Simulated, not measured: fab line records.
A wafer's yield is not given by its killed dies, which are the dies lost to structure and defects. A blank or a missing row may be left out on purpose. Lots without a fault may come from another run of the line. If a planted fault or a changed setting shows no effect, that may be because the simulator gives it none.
fab line records || flow sky130
record: {"lots": 5, "wafers": 15, "lastDay": 50}
route steps=708 shown LDD_HVP@281 LDD_LDN@289
lots that met no fault: taken from a fault-free run of the same line
startH: hours from the record's opening day to when the first of the lot's shown wafers began || waitH: hours elapsed since this lot's preceding step || " as in the row above || L1.1+2: a row that stands for several wafers || - no value, or no start given || * or withheld: withheld || < > ~ a bound
route shown NAME@n: names a module that has steps shown in the file, with the first one's number in the route || usual: mean and standard deviation over wafers with no fault || same: alike in all rows || chamber/n: place in a boat || sites: readings site by site || _std_site: standard deviation of those values || _edge_site: outer sites' mean less inner sites' || radiusMm: how far each site lies from the wafer's centre || mask NAME#n: copy n || behind: the last tool/chamber to shape the wafer || hold: what put the lot on hold/how long, in hours/how the hold closed || device: the transistor (n, p or np) that didn't switch || end of line: tests run on the same wafers once the route is complete || where a step has no rows: the recipe by itself || killed: count of dies lost to structure and defects at first sort (not the wafer's yield) || map: a wafer's dies, marking killed ones x, the rest . and places with no die _
set.NAME: the setting that was run; set.NAME@STEP: the one run at that earlier step || model.NAME: the simulator's own value behind a step, which no gauge read
lots seen at some steps along the route; tables by step, rows by wafer
services: a tool's chamber out of use, with start hour (startH, from the record's first day; less than 0 if before it), hours out, and reason
== steps ==
step: SKY_LDD_HVP_SOFTBAKE_03
recipe: {"tempC": 90, "timeS": 60, "resist": "NOVOLAK"}
step: SKY_LDD_HVP_EXPOSE_04
recipe: {"maskId": "HVPTM", "na": 0.6, "sourceShape": "conventional", "sigmaOuter": 0.6, "polarization": "unpolarized", "targetCdNm": 700, "doseMj": 86}
step: SKY_LDD_HVP_PEB_05
recipe: {"tempC": "withheld", "timeS": "*", "resist": "NOVOLAK"}
step: SKY_LDD_HVP_DEVELOP_06
recipe: {"resist": "NOVOLAK", "developer": "TMAH", "developTimeS": 60, "devTempC": 23}
step: SKY_LDD_HVP_OVL_MEAS_07
usual: {"LDD_HVP_OVL": "0.2/1.5"}
{"lot.wafer": "L416.1", "tool": "overlay-02", "chamber": "-", "startH": 503.51, "waitH": 0.1, "LDD_HVP_OVL[nm]": 2.5}
{"lot.wafer": "L416.4", "tool": "overlay-02", "chamber": "-", "startH": 503.51, "waitH": 0.1, "LDD_HVP_OVL[nm]": -0.7}
{"lot.wafer": "L416.5", "tool": "overlay-02", "chamber": "-", "startH": 503.51, "waitH": 0.1, "LDD_HVP_OVL[nm]": -2.4}
{"lot.wafer": "L420.3", "tool": "overlay-02", "chamber": "-", "startH": 568.70, "waitH": 0.1, "LDD_HVP_OVL[nm]": 0.3}
{"lot.wafer": "L420.4", "tool": "overlay-02", "chamber": "-", "startH": 568.70, "waitH": 0.1, "LDD_HVP_OVL[nm]": 1.2}
{"lot.wafer": "L420.5", "tool": "overlay-02", "chamber": "-", "startH": 568.70, "waitH": 0.1, "LDD_HVP_OVL[nm]": 0.1}
{"lot.wafer": "L432.1", "tool": "overlay-01", "chamber": "-", "startH": 647.14, "waitH": 0.1, "LDD_HVP_OVL[nm]": 1.6}
{"lot.wafer": "L432.3", "tool": "overlay-01", "chamber": "-", "startH": 647.14, "waitH": 0.1, "LDD_HVP_OVL[nm]": 1.1}
{"lot.wafer": "L432.5", "tool": "overlay-01", "chamber": "-", "startH": 647.14, "waitH": 0.1, "LDD_HVP_OVL[nm]": 2.0}
{"lot.wafer": "L433.1", "tool": "overlay-01", "chamber": "-", "startH": 653.84, "waitH": 0.1, "LDD_HVP_OVL[nm]": -1.8}
{"lot.wafer": "L433.5", "tool": "overlay-01", "chamber": "-", "startH": 653.84, "waitH": 0.1, "LDD_HVP_OVL[nm]": -1.0}
{"lot.wafer": "L433.6", "tool": "overlay-01", "chamber": "-", "startH": 653.84, "waitH": 0.1, "LDD_HVP_OVL[nm]": -1.6}
{"lot.wafer": "L438.1", "tool": "overlay-02", "chamber": "-", "startH": 686.94, "waitH": 0.1, "LDD_HVP_OVL[nm]": 0.7}
{"lot.wafer": "L438.2", "tool": "overlay-02", "chamber": "-", "startH": 686.94, "waitH": 0.1, "LDD_HVP_OVL[nm]": 1.4}
{"lot.wafer": "L438.5", "tool": "overlay-02", "chamber": "-", "startH": 686.94, "waitH": 0.1, "LDD_HVP_OVL[nm]": 2.1}
step: SKY_LDD_HVP_IMPLANT_08
recipe: {"species": "B", "energyKev": 20, "doseCm2": 1.7e+13, "tiltDeg": 17.9}
step: SKY_LDD_HVP_STRIP_09
recipe: {"chemistry": "O2/N2", "powerW": 1400, "pressureMtorr": 1500, "platenTempC": "withheld", "o2FlowSccm": 3000, "n2FlowSccm": 300, "overashFraction": 0.5}
usual: {"drypumpMotorCurrentA": "5.6/0.49", "o2FlowSccm": "3000/8.9", "oesProductAu": "0.409/0.0046", "stripTimeToEndpointS": "4.140/0.015"}
same: {"overashFraction": 0.5}
{"lot.wafer": "L416.1", "tool": "plasmaAsher-01", "chamber": 0, "startH": 503.70, "waitH": 0.1, "drypumpMotorCurrentA": 5.3, "o2FlowSccm": 3008, "oesProductAu": 0.399, "rfHoursCounterH": 81, "stripTimeToEndpointS": 4.169}
{"lot.wafer": "L416.4", "tool": "plasmaAsher-01", "chamber": 1, "startH": 503.70, "waitH": 0.1, "drypumpMotorCurrentA": 5.9, "o2FlowSccm": 3010, "oesProductAu": 0.410, "rfHoursCounterH": "-", "stripTimeToEndpointS": 4.158}
{"lot.wafer": "L416.5", "tool": "plasmaAsher-01", "chamber": 0, "startH": 503.70, "waitH": 0.1, "drypumpMotorCurrentA": 5.3, "o2FlowSccm": 3003, "oesProductAu": 0.401, "rfHoursCounterH": "-", "stripTimeToEndpointS": 4.163}
{"lot.wafer": "L420.3", "tool": "plasmaAsher-03", "chamber": 0, "startH": 569.06, "waitH": 0.2, "drypumpMotorCurrentA": 4.8, "o2FlowSccm": 2991, "oesProductAu": 0.408, "rfHoursCounterH": "-", "stripTimeToEndpointS": 4.150}
{"lot.wafer": "L420.4", "tool": "plasmaAsher-03", "chamber": 1, "startH": 569.06, "waitH": 0.2, "drypumpMotorCurrentA": 6.1, "o2FlowSccm": 2992, "oesProductAu": 0.401, "rfHoursCounterH": "-", "stripTimeToEndpointS": 4.136}
{"lot.wafer": "L420.5", "tool": "plasmaAsher-03", "chamber": 1, "startH": 569.06, "waitH": 0.2, "drypumpMotorCurrentA": 6.1, "o2FlowSccm": 3003, "oesProductAu": 0.411, "rfHoursCounterH": "-", "stripTimeToEndpointS": 4.129}
{"lot.wafer": "L432.1", "tool": "plasmaAsher-03", "chamber": 1, "startH": 647.32, "waitH": 0.1, "drypumpMotorCurrentA": 6.1, "o2FlowSccm": 2988, "oesProductAu": 0.408, "rfHoursCounterH": 84, "stripTimeToEndpointS": 4.156}
{"lot.wafer": "L432.3", "tool": "plasmaAsher-03", "chamber": 0, "startH": 647.32, "waitH": 0.1, "drypumpMotorCurrentA": 4.9, "o2FlowSccm": 2996, "oesProductAu": 0.409, "rfHoursCounterH": "-", "stripTimeToEndpointS": 4.140}
{"lot.wafer": "L432.5", "tool": "plasmaAsher-03", "chamber": 1, "startH": 647.32, "waitH": 0.1, "drypumpMotorCurrentA": 6.1, "o2FlowSccm": 2993, "oesProductAu": 0.412, "rfHoursCounterH": "-", "stripTimeToEndpointS": 4.167}
{"lot.wafer": "L433.1", "tool": "plasmaAsher-03", "chamber": 1, "startH": 654.02, "waitH": 0.1, "drypumpMotorCurrentA": 6.1, "o2FlowSccm": 3004, "oesProductAu": 0.405, "rfHoursCounterH": 84, "stripTimeToEndpointS": 4.156}
{"lot.wafer": "L433.5", "tool": "plasmaAsher-03", "chamber": 1, "startH": 654.02, "waitH": 0.1, "drypumpMotorCurrentA": 6.1, "o2FlowSccm": 3004, "oesProductAu": 0.411, "rfHoursCounterH": "-", "stripTimeToEndpointS": 4.144}
{"lot.wafer": "L433.6", "tool": "plasmaAsher-03", "chamber": 0, "startH": 654.02, "waitH": 0.1, "drypumpMotorCurrentA": 4.8, "o2FlowSccm": 3024, "oesProductAu": 0.412, "rfHoursCounterH": "-", "stripTimeToEndpointS": 4.148}
{"lot.wafer": "L438.1", "tool": "plasmaAsher-03", "chamber": 1, "startH": 687.13, "waitH": 0.1, "drypumpMotorCurrentA": 6.1, "o2FlowSccm": 2986, "oesProductAu": 0.416, "rfHoursCounterH": 88, "stripTimeToEndpointS": 4.121}
{"lot.wafer": "L438.2", "tool": "plasmaAsher-03", "chamber": 0, "startH": 687.13, "waitH": 0.1, "drypumpMotorCurrentA": 4.8, "o2FlowSccm": 2989, "oesProductAu": 0.400, "rfHoursCounterH": 88, "stripTimeToEndpointS": 4.121}
{"lot.wafer": "L438.5", "tool": "plasmaAsher-03", "chamber": 1, "startH": 687.13, "waitH": 0.1, "drypumpMotorCurrentA": 6.1, "o2FlowSccm": 2990, "oesProductAu": 0.407, "rfHoursCounterH": "-", "stripTimeToEndpointS": 4.126}
step: SKY_LDD_HVP_TW_MEAS_10
usual: {"LDD_HVP_TW": "453.4/2.8"}
{"lot.wafer": "L416.1", "tool": "filmMetro-01", "chamber": "-", "startH": 503.80, "waitH": 0.1, "LDD_HVP_TW": 457.3}
{"lot.wafer": "L416.4", "tool": "filmMetro-01", "chamber": "-", "startH": 503.80, "waitH": 0.1, "LDD_HVP_TW": 455.4}
{"lot.wafer": "L416.5", "tool": "filmMetro-01", "chamber": "-", "startH": 503.80, "waitH": 0.1, "LDD_HVP_TW": 455.8}
{"lot.wafer": "L420.3", "tool": "filmMetro-03", "chamber": "-", "startH": 569.15, "waitH": 0.1, "LDD_HVP_TW": 447.3}
{"lot.wafer": "L420.4", "tool": "filmMetro-03", "chamber": "-", "startH": 569.15, "waitH": 0.1, "LDD_HVP_TW": 448.2}
{"lot.wafer": "L420.5", "tool": "filmMetro-03", "chamber": "-", "startH": 569.15, "waitH": 0.1, "LDD_HVP_TW": 448.9}
{"lot.wafer": "L432.1", "tool": "filmMetro-03", "chamber": "-", "startH": 647.42, "waitH": 0.1, "LDD_HVP_TW": 451.1}
{"lot.wafer": "L432.3", "tool": "filmMetro-03", "chamber": "-", "startH": 647.42, "waitH": 0.1, "LDD_HVP_TW": 450.2}
{"lot.wafer": "L432.5", "tool": "filmMetro-03", "chamber": "-", "startH": 647.42, "waitH": 0.1, "LDD_HVP_TW": 451.8}
{"lot.wafer": "L433.1", "tool": "filmMetro-03", "chamber": "-", "startH": 654.12, "waitH": 0.1, "LDD_HVP_TW": 449.5}
{"lot.wafer": "L433.5", "tool": "filmMetro-03", "chamber": "-", "startH": 654.12, "waitH": 0.1, "LDD_HVP_TW": 447.7}
{"lot.wafer": "L433.6", "tool": "filmMetro-03", "chamber": "-", "startH": 654.12, "waitH": 0.1, "LDD_HVP_TW": 448.1}
{"lot.wafer": "L438.1", "tool": "filmMetro-03", "chamber": "-", "startH": 687.23, "waitH": 0.1, "LDD_HVP_TW": 455.1}
{"lot.wafer": "L438.2", "tool": "filmMetro-03", "chamber": "-", "startH": 687.23, "waitH": 0.1, "LDD_HVP_TW": 455.1}
{"lot.wafer": "L438.5", "tool": "filmMetro-03", "chamber": "-", "startH": 687.23, "waitH": 0.1, "LDD_HVP_TW": 453.1}
step: SKY_LDD_LDN_DEHYDRATE_00
recipe: {"tempC": 200, "timeS": 60}
step: SKY_LDD_LDN_HMDS_01
recipe: {"primeTimeS": 60, "primeTempC": 120}
step: SKY_LDD_LDN_COAT_02
recipe: {"resist": "NOVOLAK", "spinRpm": 3000, "resistThkNm": 1140}
step: SKY_LDD_LDN_SOFTBAKE_03
recipe: {"tempC": 90, "timeS": 60, "resist": "NOVOLAK"}
step: SKY_LDD_LDN_EXPOSE_04
recipe: {"maskId": "LDNTM", "na": 0.6, "sourceShape": "conventional", "sigmaOuter": 0.6, "polarization": "unpolarized", "targetCdNm": 700, "doseMj": 140}
same: {"sigmaOuter": 0.6}
{"lot.wafer": "L416.1+4+5", "tool": "ilineStepper-02", "chamber": 0, "startH": 518.99, "waitH": "-", "mask": "LDNTM#0"}
{"lot.wafer": "L420.3+4+5", "tool": "ilineStepper-01", "chamber": 0, "startH": 583.55, "waitH": "-", "mask": "LDNTM#0"}
{"lot.wafer": "L432.1+3+5", "tool": "ilineStepper-02", "chamber": 0, "startH": 661.39, "waitH": "-", "mask": "HVPTM#0"}
{"lot.wafer": "L433.1+5+6", "tool": "ilineStepper-01", "chamber": 0, "startH": 668.94, "waitH": "-", "mask": "LDNTM#0"}
{"lot.wafer": "L438.1+2+5", "tool": "ilineStepper-01", "chamber": 0, "startH": 701.15, "waitH": "-", "mask": "LDNTM#0"}
step: SKY_LDD_LDN_PEB_05
recipe: {"tempC": "withheld", "timeS": "*", "resist": "NOVOLAK"}
step: SKY_LDD_LDN_DEVELOP_06
recipe: {"resist": "NOVOLAK", "developer": "TMAH", "developTimeS": 60, "devTempC": 23}
step: SKY_LDD_LDN_OVL_MEAS_07
usual: {"LDD_LDN_OVL": "0.0/1.3"}
{"lot.wafer": "L416.1", "tool": "overlay-01", "chamber": "-", "startH": 534.66, "waitH": 0.1, "LDD_LDN_OVL[nm]": 0.0}
{"lot.wafer": "L416.4", "tool": "overlay-01", "chamber": "-", "startH": 534.66, "waitH": 0.1, "LDD_LDN_OVL[nm]": -0.3}
{"lot.wafer": "L416.5", "tool": "overlay-01", "chamber": "-", "startH": 534.66, "waitH": 0.1, "LDD_LDN_OVL[nm]": 0.5}
{"lot.wafer": "L420.3", "tool": "overlay-01", "chamber": "-", "startH": 598.54, "waitH": 0.1, "LDD_LDN_OVL[nm]": 0.1}
{"lot.wafer": "L420.4", "tool": "overlay-01", "chamber": "-", "startH": 598.54, "waitH": 0.1, "LDD_LDN_OVL[nm]": 0.7}
{"lot.wafer": "L420.5", "tool": "overlay-01", "chamber": "-", "startH": 598.54, "waitH": 0.1, "LDD_LDN_OVL[nm]": 0.6}
{"lot.wafer": "L432.1", "tool": "overlay-01", "chamber": "-", "startH": 674.74, "waitH": 0.1, "LDD_LDN_OVL[nm]": "-"}
{"lot.wafer": "L432.3", "tool": "overlay-01", "chamber": "-", "startH": 674.74, "waitH": 0.1, "LDD_LDN_OVL[nm]": "-"}
{"lot.wafer": "L432.5", "tool": "overlay-01", "chamber": "-", "startH": 674.74, "waitH": 0.1, "LDD_LDN_OVL[nm]": "-"}
{"lot.wafer": "L433.1", "tool": "overlay-02", "chamber": "-", "startH": 682.12, "waitH": 0.1, "LDD_LDN_OVL[nm]": 1.7}
{"lot.wafer": "L433.5", "tool": "overlay-02", "chamber": "-", "startH": 682.12, "waitH": 0.1, "LDD_LDN_OVL[nm]": 1.4}
{"lot.wafer": "L433.6", "tool": "overlay-02", "chamber": "-", "startH": 682.12, "waitH": 0.1, "LDD_LDN_OVL[nm]": 1.1}
{"lot.wafer": "L438.1", "tool": "overlay-01", "chamber": "-", "startH": 714.49, "waitH": 0.1, "LDD_LDN_OVL[nm]": 0.6}
{"lot.wafer": "L438.2", "tool": "overlay-01", "chamber": "-", "startH": 714.49, "waitH": 0.1, "LDD_LDN_OVL[nm]": -0.2}
{"lot.wafer": "L438.5", "tool": "overlay-01", "chamber": "-", "startH": 714.49, "waitH": 0.1, "LDD_LDN_OVL[nm]": 0.3}
step: SKY_LDD_LDN_IMPLANT_08
recipe: {"species": "As", "energyKev": 15, "doseCm2": 1.25e+13, "tiltDeg": "withheld", "rotationDeg": 23}
step: SKY_LDD_LDN_IMPLANT_09
recipe: {"species": "As", "energyKev": 15, "doseCm2": 1.25e+13, "tiltDeg": "withheld", "rotationDeg": 113}
step: SKY_LDD_LDN_IMPLANT_10
recipe: {"species": "As", "energyKev": 15, "doseCm2": 1.25e+13, "tiltDeg": "withheld", "rotationDeg": 203}
step: SKY_LDD_LDN_IMPLANT_11
recipe: {"species": "As", "energyKev": 15, "doseCm2": 1.25e+13, "tiltDeg": "withheld", "rotationDeg": 293}
step: SKY_LDD_LDN_STRIP_12
recipe: {"chemistry": "O2/N2", "powerW": 1400, "pressureMtorr": 1500, "platenTempC": "withheld", "o2FlowSccm": 3000, "n2FlowSccm": 300, "overashFraction": 0.5}
usual: {"drypumpMotorCurrentA": "5.6/0.55", "o2FlowSccm": "3000/8.9", "oesProductAu": "0.716/0.0041", "stripTimeToEndpointS": "14.19/0.044"}
same: {"overashFraction": 0.5}
{"lot.wafer": "L416.1", "tool": "plasmaAsher-03", "chamber": 1, "startH": 535.30, "waitH": 0.1, "drypumpMotorCurrentA": 6.1, "o2FlowSccm": 3007, "oesProductAu": 0.714, "rfHoursCounterH": 72, "stripTimeToEndpointS": 14.19}
{"lot.wafer": "L416.4", "tool": "plasmaAsher-03", "chamber": 0, "startH": 535.30, "waitH": 0.1, "drypumpMotorCurrentA": 4.9, "o2FlowSccm": 3005, "oesProductAu": 0.715, "rfHoursCounterH": "-", "stripTimeToEndpointS": 14.19}
{"lot.wafer": "L416.5", "tool": "plasmaAsher-03", "chamber": 1, "startH": 535.30, "waitH": 0.1, "drypumpMotorCurrentA": 6.1, "o2FlowSccm": 3001, "oesProductAu": 0.719, "rfHoursCounterH": "-", "stripTimeToEndpointS": 14.17}
{"lot.wafer": "L420.3", "tool": "plasmaAsher-03", "chamber": 1, "startH": 599.19, "waitH": 0.1, "drypumpMotorCurrentA": 6.1, "o2FlowSccm": 2996, "oesProductAu": 0.710, "rfHoursCounterH": "-", "stripTimeToEndpointS": 14.19}
{"lot.wafer": "L420.4", "tool": "plasmaAsher-03", "chamber": 0, "startH": 599.19, "waitH": 0.1, "drypumpMotorCurrentA": 4.9, "o2FlowSccm": 2997, "oesProductAu": 0.714, "rfHoursCounterH": "-", "stripTimeToEndpointS": 14.21}
{"lot.wafer": "L420.5", "tool": "plasmaAsher-03", "chamber": 1, "startH": 599.19, "waitH": 0.1, "drypumpMotorCurrentA": 6.1, "o2FlowSccm": 2994, "oesProductAu": 0.721, "rfHoursCounterH": "-", "stripTimeToEndpointS": 14.22}
{"lot.wafer": "L432.1", "tool": "plasmaAsher-04", "chamber": 1, "startH": 675.37, "waitH": 0.1, "drypumpMotorCurrentA": 5.0, "o2FlowSccm": 3002, "oesProductAu": 0.714, "rfHoursCounterH": 54, "stripTimeToEndpointS": 14.22}
{"lot.wafer": "L432.3", "tool": "plasmaAsher-04", "chamber": 0, "startH": 675.37, "waitH": 0.1, "drypumpMotorCurrentA": 6.2, "o2FlowSccm": 2989, "oesProductAu": 0.711, "rfHoursCounterH": "-", "stripTimeToEndpointS": 14.20}
{"lot.wafer": "L432.5", "tool": "plasmaAsher-04", "chamber": 1, "startH": 675.37, "waitH": 0.1, "drypumpMotorCurrentA": 5.0, "o2FlowSccm": 2984, "oesProductAu": 0.719, "rfHoursCounterH": "-", "stripTimeToEndpointS": 14.13}
{"lot.wafer": "L433.1", "tool": "plasmaAsher-03", "chamber": 1, "startH": 682.76, "waitH": 0.1, "drypumpMotorCurrentA": 6.1, "o2FlowSccm": 3005, "oesProductAu": 0.715, "rfHoursCounterH": 87, "stripTimeToEndpointS": 14.21}
{"lot.wafer": "L433.5", "tool": "plasmaAsher-03", "chamber": 1, "startH": 682.76, "waitH": 0.1, "drypumpMotorCurrentA": 6.1, "o2FlowSccm": 3000, "oesProductAu": 0.714, "rfHoursCounterH": "-", "stripTimeToEndpointS": 14.16}
{"lot.wafer": "L433.6", "tool": "plasmaAsher-03", "chamber": 0, "startH": 682.76, "waitH": 0.1, "drypumpMotorCurrentA": 4.9, "o2FlowSccm": 2990, "oesProductAu": 0.721, "rfHoursCounterH": "-", "stripTimeToEndpointS": 14.16}
{"lot.wafer": "L438.1", "tool": "plasmaAsher-01", "chamber": 1, "startH": 715.12, "waitH": 0.1, "drypumpMotorCurrentA": 6.0, "o2FlowSccm": 2996, "oesProductAu": 0.714, "rfHoursCounterH": 103, "stripTimeToEndpointS": 14.21}
{"lot.wafer": "L438.2", "tool": "plasmaAsher-01", "chamber": 0, "startH": 715.12, "waitH": 0.1, "drypumpMotorCurrentA": 5.3, "o2FlowSccm": 2995, "oesProductAu": 0.716, "rfHoursCounterH": 103, "stripTimeToEndpointS": 14.24}
{"lot.wafer": "L438.5", "tool": "plasmaAsher-01", "chamber": 0, "startH": 715.12, "waitH": 0.1, "drypumpMotorCurrentA": 5.3, "o2FlowSccm": 3001, "oesProductAu": 0.713, "rfHoursCounterH": "-", "stripTimeToEndpointS": 14.20}
step: SKY_LDD_LDN_TW_MEAS_13
usual: {"LDD_LDN_TW": "1472/7.8"}
{"lot.wafer": "L416.1", "tool": "filmMetro-01", "chamber": "-", "startH": 535.40, "waitH": 0.1, "LDD_LDN_TW": 1477}
{"lot.wafer": "L416.4", "tool": "filmMetro-01", "chamber": "-", "startH": 535.40, "waitH": 0.1, "LDD_LDN_TW": 1484}
{"lot.wafer": "L416.5", "tool": "filmMetro-01", "chamber": "-", "startH": 535.40, "waitH": 0.1, "LDD_LDN_TW": 1484}
{"lot.wafer": "L420.3", "tool": "filmMetro-03", "chamber": "-", "startH": 599.28, "waitH": 0.1, "LDD_LDN_TW": 1456}
{"lot.wafer": "L420.4", "tool": "filmMetro-03", "chamber": "-", "startH": 599.28, "waitH": 0.1, "LDD_LDN_TW": 1458}
{"lot.wafer": "L420.5", "tool": "filmMetro-03", "chamber": "-", "startH": 599.28, "waitH": 0.1, "LDD_LDN_TW": 1460}
{"lot.wafer": "L432.1", "tool": "filmMetro-01", "chamber": "-", "startH": 675.47, "waitH": 0.1, "LDD_LDN_TW": 30}
{"lot.wafer": "L432.3", "tool": "filmMetro-01", "chamber": "-", "startH": 675.47, "waitH": 0.1, "LDD_LDN_TW": 30}
{"lot.wafer": "L432.5", "tool": "filmMetro-01", "chamber": "-", "startH": 675.47, "waitH": 0.1, "LDD_LDN_TW": 30}
{"lot.wafer": "L433.1", "tool": "filmMetro-03", "chamber": "-", "startH": 682.86, "waitH": 0.1, "LDD_LDN_TW": 1470}
{"lot.wafer": "L433.5", "tool": "filmMetro-03", "chamber": "-", "startH": 682.86, "waitH": 0.1, "LDD_LDN_TW": 1474}
{"lot.wafer": "L433.6", "tool": "filmMetro-03", "chamber": "-", "startH": 682.86, "waitH": 0.1, "LDD_LDN_TW": 1467}
{"lot.wafer": "L438.1", "tool": "filmMetro-03", "chamber": "-", "startH": 715.22, "waitH": 0.1, "LDD_LDN_TW": 1461}
{"lot.wafer": "L438.2", "tool": "filmMetro-03", "chamber": "-", "startH": 715.22, "waitH": 0.1, "LDD_LDN_TW": 1457}
{"lot.wafer": "L438.5", "tool": "filmMetro-03", "chamber": "-", "startH": 715.22, "waitH": 0.1, "LDD_LDN_TW": 1468}
step: SKY_LDD_LDN_CLEAN_14
recipe: {"chemistry": "SC1/SC2", "mix": "1:4:20", "tempC": 70, "timeS": 150, "dry": "n2Spin"}
== services ==
{"tool": "plasmaAsher-04", "chamber": "-", "startH": 505.68, "hours": 3.7, "kind": "repair"}
{"tool": "ilineStepper-02", "chamber": 0, "startH": 522.26, "hours": "-", "kind": "calibration"}
{"tool": "ilineStepper-01", "chamber": "-", "startH": 523.07, "hours": 1.7, "kind": "pm"}
{"tool": "ilineStepper-02", "chamber": "-", "startH": 525.18, "hours": 2.1, "kind": "pm"}
{"tool": "ilineStepper-02", "chamber": "-", "startH": 527.26, "hours": "-", "kind": "consumableReplace:lamp"}
{"tool": "plasmaAsher-04", "chamber": "-", "startH": 535.30, "hours": 12.7, "kind": "repair"}
{"tool": "ilineStepper-01", "chamber": 0, "startH": 554.50, "hours": "-", "kind": "calibration"}
{"tool": "ilineStepper-02", "chamber": "-", "startH": 602.57, "hours": 10.5, "kind": "repair"}
{"tool": "ilineStepper-02", "chamber": "-", "startH": 619.68, "hours": 4.4, "kind": "repair"}
{"tool": "plasmaAsher-03", "chamber": "-", "startH": 624.63, "hours": 2.8, "kind": "pm"}
{"tool": "ilineStepper-02", "chamber": "-", "startH": 640.00, "hours": 1.7, "kind": "pm"}
{"tool": "ilineStepper-01", "chamber": "-", "startH": 642.17, "hours": 24.6, "kind": "repair"}
{"tool": "plasmaAsher-04", "chamber": "-", "startH": 667.72, "hours": 1.7, "kind": "repair"}
{"tool": "ilineStepper-02", "chamber": "-", "startH": 713.85, "hours": 4.4, "kind": "pm"}
== key ==
firstSign: {"step": "SKY_LDD_LDN_EXPOSE_04", "reading": "mask", "direction": "changed"}
effect: {"step": "SKY_LDD_LDN_OVL_MEAS_07", "reading": "LDD_LDN_OVL", "direction": "missing"}
effect: {"step": "SKY_LDD_LDN_TW_MEAS_13", "reading": "LDD_LDN_TW", "direction": "down", "sigmas": "99+", "usual": 1472, "struck": 30}
metAt SKY_LDD_LDN_EXPOSE_04
struckWafers L432.1,L432.3,L432.5
sortLeftOut L432.1,L432.3,L432.5
testerLeftOut L432
onsetBetween 518.99 661.39
fault: {"kind": "wrongMask", "tool": "any", "chamber": "-", "onsetH": 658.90, "steps": "SKY_LDD_LDN_EXPOSE_04", "auxCopy": "HVPTM#0", "scope": "struckLotsOnly"}
testerLeftOut: of these lots the tester's yield and bins aren't shown, on N5 and GAA mostly nor the transistor test; their killed dies are dies lost to structure and defects alone, not to doping, threshold or leakage, so they don't give the yield
sortLeftOut: the simulated sort isn't trusted on such a fault, so these wafers' sort isn't shown, and their yield isn't known
